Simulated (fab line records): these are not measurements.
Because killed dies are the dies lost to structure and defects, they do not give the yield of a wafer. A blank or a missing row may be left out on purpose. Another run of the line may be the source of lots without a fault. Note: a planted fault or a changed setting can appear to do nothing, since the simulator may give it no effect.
A lot that was struck, set against a sound lot :: flow sky130 :: 16 steps out of a route of 708
Sound: wafers L556.2, L556.3, L556.4. Struck: wafer L568.1 (left out: L568.5, a lot-mate that was not struck); the cause follows at the end.
Each step with rows lists, per side, the tool, then ch with its chambers, then its first start. Under that, the readings that differ: sound wafers :: struck wafers :: difference of the means :: sigmas: that difference in standard deviations of wafers without a fault.
alike: same words and numbers on both sides, and readings whose means sit less than 2 such deviations apart. not compared: any withheld reading, any reading some wafer has no value for, any bound like >300 that may hide the same value, and any number with overlapping values for which the record gives no deviation.
A row with sigmas, a row that says differs or no value, or rows on one side alone: a step with any of these is where the two part. Non-overlapping numbers with no deviation appear without sigmas and do not part them. Lack of a reading on every wafer of one side parts them only where that side has two or more wafers.

first, 2 steps without rows for these wafers: SKY_VT_ADJUST_PCH_PEB_05; SKY_VT_ADJUST_PCH_DEVELOP_06 (develop time 60 s).
SKY_VT_ADJUST_PCH_OVL_MEAS_07:
  sound: overlay-02 at day 10 12:30; struck: overlay-02 at day 14 06:34
  alike: VT_ADJUST_PCH_OVL
following that, these wafers have no rows for 1 step: SKY_VT_ADJUST_PCH_IMPLANT_08.
SKY_VT_ADJUST_PCH_STRIP_09: strips in O2/N2.
  sound on plasmaAsher-04 ch 0,1, day 10 12:41; struck on plasmaAsher-03 ch 0, day 14 06:44
  alike: drypumpMotorCurrentA, oesProductAu, stripTimeToEndpointS
  not compared: rfHoursCounterH
SKY_VT_ADJUST_PCH_TW_MEAS_10:
  sound: filmMetro-04 at day 10 12:47; struck: filmMetro-02 at day 14 06:50
  alike: VT_ADJUST_PCH_TW
then, 6 steps without rows for these wafers: SKY_SONOS_TUNNEL_DEHYDRATE_00 (time 60 s); SKY_SONOS_TUNNEL_HMDS_01 (prime time 60 s); SKY_SONOS_TUNNEL_COAT_02 (resist thk 1140 nm); SKY_SONOS_TUNNEL_SOFTBAKE_03 (time 60 s); SKY_SONOS_TUNNEL_EXPOSE_04 (exposes mask TUNM, target cd 410 nm); SKY_SONOS_TUNNEL_PEB_05.
SKY_SONOS_TUNNEL_DEVELOP_06: develop time 60 s.
  sound on lithoTrack-03 ch 0, day 11 10:41; struck on lithoTrack-04 ch 0, day 15 08:44
  alike: chillPlateTempC
SKY_SONOS_TUNNEL_CD_MEAS_07: target cd 410 nm.
  sound: cdSem-02 at day 11 10:50; struck: cdSem-02 at day 15 08:53
reading: cdNm (nm)
sound: 409.3 407.8 409.0
struck: 397.6
difference: -11.1
sigmas: -5
SKY_SONOS_TUNNEL_OVL_MEAS_08:
  sound: overlay-01 at day 11 10:56; struck: overlay-01 at day 15 09:00
  alike: SONOS_TUNNEL_OVL
following that, these wafers have no rows for 1 step: SKY_PAD_OPEN_PROBE_99.

== WHERE THEY PART ==
At SKY_SONOS_TUNNEL_CD_MEAS_07 and nowhere else, as far as this record goes. Later steps at which nothing parts them and some readings are alike: SKY_SONOS_TUNNEL_OVL_MEAS_08.

WHY: the cause the simulator had injected
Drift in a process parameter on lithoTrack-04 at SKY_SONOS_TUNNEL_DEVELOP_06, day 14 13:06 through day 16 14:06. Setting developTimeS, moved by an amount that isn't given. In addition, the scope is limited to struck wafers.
